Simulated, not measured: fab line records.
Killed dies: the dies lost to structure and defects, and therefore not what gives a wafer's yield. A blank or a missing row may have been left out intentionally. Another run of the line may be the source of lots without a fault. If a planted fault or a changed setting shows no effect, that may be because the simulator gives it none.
Struck lot and sound lot, side by side | flow sky130 | 24 steps out of a route of 708
Sound: these wafers, L543.2, L543.4, L543.5. Wafers struck: L553.1, L553.2, L553.4. Last of all comes the cause.
Each step with rows lists, per side, the tool, then ch with its chambers, then its first start. Under that, the readings that differ: sound wafers | struck wafers | difference of the means | sigmas: that difference in standard deviations of wafers without a fault.
alike: same words and numbers on both sides, and readings whose means sit less than 2 such deviations apart. not compared: any withheld reading, any reading some wafer has no value for, any bound like >300 that may hide the same value, and any number with overlapping values for which the record gives no deviation.
Wherever a step has rows on one side only, a row that says differs or no value, or a row with sigmas, the two part there. Numbers that don't overlap but have no deviation are shown without sigmas and don't part them. Lack of a reading on every wafer of one side parts them only where that side has two or more wafers.

first, 6 steps without rows for these wafers: SKY_PWDE_HMDS_01 (prime time 60 s); SKY_PWDE_COAT_02 (resist thk 3000 nm); SKY_PWDE_SOFTBAKE_03; SKY_PWDE_EXPOSE_04 (exposes mask PWDEM, target cd 840 nm); SKY_PWDE_PEB_05; SKY_PWDE_DEVELOP_06 (develop time 60 s).
SKY_PWDE_OVL_MEAS_07:
  struck on overlay-01, day 7 22:48; sound on overlay-02, day 5 13:41
  reading       | sound       | struck        | difference | sigmas
  PWDE_OVL (nm) | 3.5 3.4 3.3 | 0.5 -0.6 -0.2 | -3.5       | -2
after that, 1 step had no rows for these wafers: SKY_PWDE_IMPLANT_08.
SKY_PWDE_STRIP_09: strips in O2/N2.
  sound on plasma-asher-02 ch 0,1, day 5 13:52; struck on plasma-asher-04 ch 0,1, day 7 22:59
  alike: drypump-motor-current-A, oes-product-au, strip-time-to-endpoint-s
  not compared: rf-hours-counter-h
SKY_PWDE_TW_MEAS_10:
  struck on film-metro-03, day 7 23:05; sound on film-metro-02, day 5 13:58
  alike: PWDE_TW
then, 2 steps without rows for these wafers: SKY_NWELL_DEHYDRATE_03 (time 60 s); SKY_NWELL_HMDS_04 (prime time 60 s).
SKY_NWELL_COAT_05: resist thk 3000 nm.
  sound on litho-track-03 ch 0, day 5 23:08; struck on litho-track-02 ch 0, day 8 08:52
  reading                                 | sound             | struck            | difference | sigmas
  resist-line-temp-C (C)                  | 22.81 22.90 22.81 | 23.31 23.06 23.06 | +0.30      | +3
  model.coat_of_NWELL_COAT_05.thk-nm (nm) | 2985 2989 2983    | 2887 2897 2897    | -92        |
then, 3 steps without rows for these wafers: SKY_NWELL_SOFTBAKE_06; SKY_NWELL_EXPOSE_07 (exposes mask NWM, target cd 840 nm); SKY_NWELL_PEB_08.
SKY_NWELL_DEVELOP_09: develop time 62.97 s.
  sound: litho-track-02 ch 0; struck: litho-track-03 ch 0
  reading                                 | sound          | struck         | difference | sigmas
  model.coat_of_NWELL_COAT_05.thk-nm (nm) | 2980 2984 2978 | 2882 2892 2893 | -92        |
  alike: resist-line-temp-C
  not compared: model.NWELL.cd-nm
SKY_NWELL_OVL_MEAS_10:
  struck on overlay-02, day 8 19:30; sound on overlay-02, day 6 08:37
  alike: NWELL_00_OVL
then, 3 steps without rows for these wafers: SKY_NWELL_IMPLANT_11; SKY_NWELL_IMPLANT_12; SKY_NWELL_IMPLANT_13.
SKY_NWELL_STRIP_14: strips in O2/N2.
  sound on plasma-asher-01 ch 0,1, day 6 09:06; struck on plasma-asher-04 ch 0,1, day 8 19:59
  reading                      | sound             | struck            | difference | sigmas
  strip-time-to-endpoint-s (s) | 36.72 36.78 36.72 | 35.60 35.72 35.74 | -1.05      | -8
  alike: drypump-motor-current-A, oes-product-au
  not compared: rf-hours-counter-h
SKY_NWELL_TW_MEAS_15:
  struck on film-metro-04, day 8 20:05; sound on film-metro-02, day 6 09:13
  alike: NWELL_TW
-- the record jumps here: 41 days lie between the struck wafers' starts before and after (it left off in module NWELL and takes up again in module PAD_OPEN, whose first step shown is number 708 of the route) --
SKY_PAD_OPEN_PROBE_99:
  struck on prober-02, day 49 23:43; sound on prober-02, day 47 16:11
  reading             | sound  | struck   | difference | sigmas
  killed-at-front-end | 8 8 12 | 19 15 24 | +10        | +3
  killed-at-other     | 2 3 0  | 0 1 0    | -1         | -3
  alike: killed_at_M0_to_M3, killed_at_M4_up, killed-at-contacts, killed-dies, killed-open, killed-short
  not compared: model.etest.res-nwell.width-nm

== WHERE THEY PART ==
First at SKY_PWDE_OVL_MEAS_07; last, within this record, at SKY_PAD_OPEN_PROBE_99.

WHY: what had been put in by the simulator
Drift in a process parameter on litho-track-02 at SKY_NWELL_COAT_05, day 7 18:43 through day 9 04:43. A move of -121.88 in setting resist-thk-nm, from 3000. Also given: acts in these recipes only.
